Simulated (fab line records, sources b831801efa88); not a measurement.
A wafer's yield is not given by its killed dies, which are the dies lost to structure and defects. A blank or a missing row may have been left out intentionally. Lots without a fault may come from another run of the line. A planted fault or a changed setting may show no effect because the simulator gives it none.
Problem report in the 8D (eight disciplines) form, filled by code -- flow sfqLine -- the parts of the form that need people (team, actions taken, sign-off) are left out

== 1. WHAT WENT WRONG ==
Mean of chamberPressureMTorr at SFQ_TRILAYER_M3_BARC_OPEN_METAL_ETCH_100: 8.004 mTorr across 2 wafers in 2 lots; on wafers with no fault it is 10.000 mTorr (standard deviation 0.009). That is -99 or more standard deviations from the usual mean.
The step: etches BARC in O2, target depth 125 nm, time 41.7 s.
First seen on wafer L254.3, day 47 09:47, on rieMetal-03. At this step, 42 wafers from 14 lots have a number in the record. Rule for "out", or "out of limits": more than 4 standard deviations from the usual mean. The other wafers with a number count as sound.

== 2. WHAT THIS IS AND IS NOT ==
question,is,is not
which readings at this step,chamberPressureMTorr,"drypumpMotorCurrentA, heBacksideLeakSccm"
which lots,"L254, L256","L239, L240, L241, L242, L243, L244, L245, L246, L252, L257, L259, L261"
which wafers of those lots,"L254.3, L256.2","L254.4, L254.5, L256.4, L256.6"
read on which tools,rieMetal-03,"rieMetal-02, rieMetal-04"
when,from day 47 09:47,"up to then (29 sound wafers); but 11 sound wafers of L256, L257, L259, L261 came after"

== 3. WHAT RULES OUT EACH SUSPECT ==
Counting: if a tool at a process step up to the reading ran every lot that is out, it stays a suspect. Sound lots after the first of them don't rule it out here, since some wafers of a struck lot are sound.
- rieMetal-03 at SFQ_TRILAYER_M3_BARC_OPEN_METAL_ETCH_100 (etches BARC in O2, target depth 125 nm, time 41.7 s): kept. It processed each lot that is out (first: L254, day 47 09:47); up to then, its last sound lot is L246 (day 40 08:22). On those wafers its own readings are out: chamberPressureMTorr.
- The sound lot-mates ran in chamber 0 of rieMetal-03 at SFQ_TRILAYER_M3_BARC_OPEN_METAL_ETCH_100, but the wafers that are out ran in chamber 1.
Remaining after the count: rieMetal-03 at SFQ_TRILAYER_M3_BARC_OPEN_METAL_ETCH_100.

== 4. THE CAUSE (what the simulator had put in) ==
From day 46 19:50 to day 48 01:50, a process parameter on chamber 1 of rieMetal-03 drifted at SFQ_TRILAYER_M3_BARC_OPEN_METAL_ETCH_100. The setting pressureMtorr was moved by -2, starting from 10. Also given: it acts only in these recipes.
After counting, this tool was the only one left.

== 5. SEQUENCE OF EFFECTS, ordered by route ==
Each row: a reading whose mean over the struck wafers that have a number lies more than 3 standard deviations from the usual. Readings are gone through only where the record gives a usual standard deviation; hours: the median, over the lots, of the time from a lot's start at the first step in this table giving one to that lot's start at this step; sigmas: the change measured in usual standard deviations.
hours,step,reading,usual,on struck wafers,change,sigmas
0,SFQ_TRILAYER_M3_BARC_OPEN_METAL_ETCH_100,chamberPressureMTorr,10.000 mTorr,8.004,-1.996,-99 or more
Its process steps:
- SFQ_TRILAYER_M3_BARC_OPEN_METAL_ETCH_100: etches BARC in O2, target depth 125 nm, time 41.7 s.
At these later measuring or inspecting steps, every struck wafer for which the step has a row has a number for every such reading, and none has moved that far: SFQ_M6_RS_MEAS_938, SFQ_I6_OVL_MEAS_942.

== 6. WHAT WOULD HAVE CAUGHT IT SOONER ==
In this record the first reading out of limits was taken at day 47 09:47, 14 hours after the fault began at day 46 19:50.
